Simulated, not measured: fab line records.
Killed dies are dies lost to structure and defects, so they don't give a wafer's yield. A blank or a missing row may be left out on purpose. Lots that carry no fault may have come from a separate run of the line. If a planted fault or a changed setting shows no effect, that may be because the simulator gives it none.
A lot that was struck, set against a sound lot | flow gf180mcu | 14 steps out of a route of 602
Sound: wafers L251.1, L251.3, L251.4. Wafers struck: L257.3, L257.4, L257.5. The cause is given at the end.
At each step with rows: each side's tool, then ch and its chambers, then its first start. Under that, the readings that differ: sound wafers | struck wafers | difference of the means | sigmas: that difference in standard deviations of wafers without a fault.
alike: readings with means less than 2 such deviations apart, plus words and numbers identical on both sides. not compared: withheld readings, readings lacking a value on some wafer, bounds such as >300 that could conceal the same value, and numbers that have no deviation in the record and whose values overlap.
Wherever a step has rows on one side only, a row that says differs or no value, or a row with sigmas, the two part there. Non-overlapping numbers with no deviation appear without sigmas and do not part them. Lack of a reading on every wafer of one side parts them only where that side has two or more wafers.

first, 4 steps without rows for these wafers: GF_TOP_METAL_SOFTBAKE_10 (time 60 s); GF_TOP_METAL_EXPOSE_11 (exposes mask MetalTop, target cd 440 nm); GF_TOP_METAL_PEB_12; GF_TOP_METAL_DEVELOP_13 (develop time 60 s).
GF_TOP_METAL_CD_MEAS_14: the cd target is 440 nm.
  sound on cd sem-01, day 30 14:01; struck on cd sem-02, day 32 05:09
  alike: cd nm
GF_TOP_METAL_OVL_MEAS_15:
  sound on overlay-02, day 30 14:08; struck on overlay-01, day 32 05:14
  alike: TOP_METAL_OVL
GF_TOP_METAL_METAL_ETCH_16: etches the open film in Cl2/BCl3, stops on SiO2, target depth 1077.5 nm, time 179.6 s.
  sound on rie metal-01 ch 0,1, day 30 14:10; struck on rie metal-01 ch 0,1, day 32 05:19
  alike: bcl3 flow sccm, drypump motor current A, oes product au, throttle valve pct
  not compared: rf hours counter h
GF_TOP_METAL_STRIP_17: strips in O2/N2.
  sound on plasma asher-01 ch 0,1, day 30 14:21; struck on plasma asher-02 ch 0,1, day 32 05:28
  alike: drypump motor current A, heater power w, oes product au, strip time to endpoint s
  not compared: rf hours counter h
then, 2 steps without rows for these wafers: GF_TOP_METAL_STRIP_18 (strips in post etch residue remover, time 1200 s); GF_TOP_METAL_CLEAN_19 (cleans in DIW).
GF_PASSIVATION_CVD_00: deposits SiO2 from TEOS, target thk 1000 nm, time 111.95 s.
  sound on pecvd-04 ch 0,1,2, day 30 14:55; struck on pecvd-01 ch 1,2, day 32 05:58
  alike: heater power outer w, heater power w
GF_PASSIVATION_THK_MEAS_01:
  sound on film metro-03, day 30 14:59; struck on film metro-04, day 32 06:04
  alike: PASSIVATION_CVD_00_THK
GF_PASSIVATION_CVD_02: deposits Si3N4, target thk 700 nm, time 486.18 s.
  sound on pecvd-01 ch 0,1, day 30 15:03; struck on pecvd-02 ch 0,1,2, day 32 06:07
  no value came back on the struck wafers for heater power outer w (W), heater power w (W); on the sound wafers heater power outer w (W) reads 464 512 486
GF_PASSIVATION_PROBE_99:
  rows exist in the record for the sound wafers here (prober-02, day 31 11:34), none for the struck ones

== WHERE THEY PART ==
First at GF_PASSIVATION_CVD_02; last, within this record, at GF_PASSIVATION_PROBE_99.

WHY: what the simulator had put in
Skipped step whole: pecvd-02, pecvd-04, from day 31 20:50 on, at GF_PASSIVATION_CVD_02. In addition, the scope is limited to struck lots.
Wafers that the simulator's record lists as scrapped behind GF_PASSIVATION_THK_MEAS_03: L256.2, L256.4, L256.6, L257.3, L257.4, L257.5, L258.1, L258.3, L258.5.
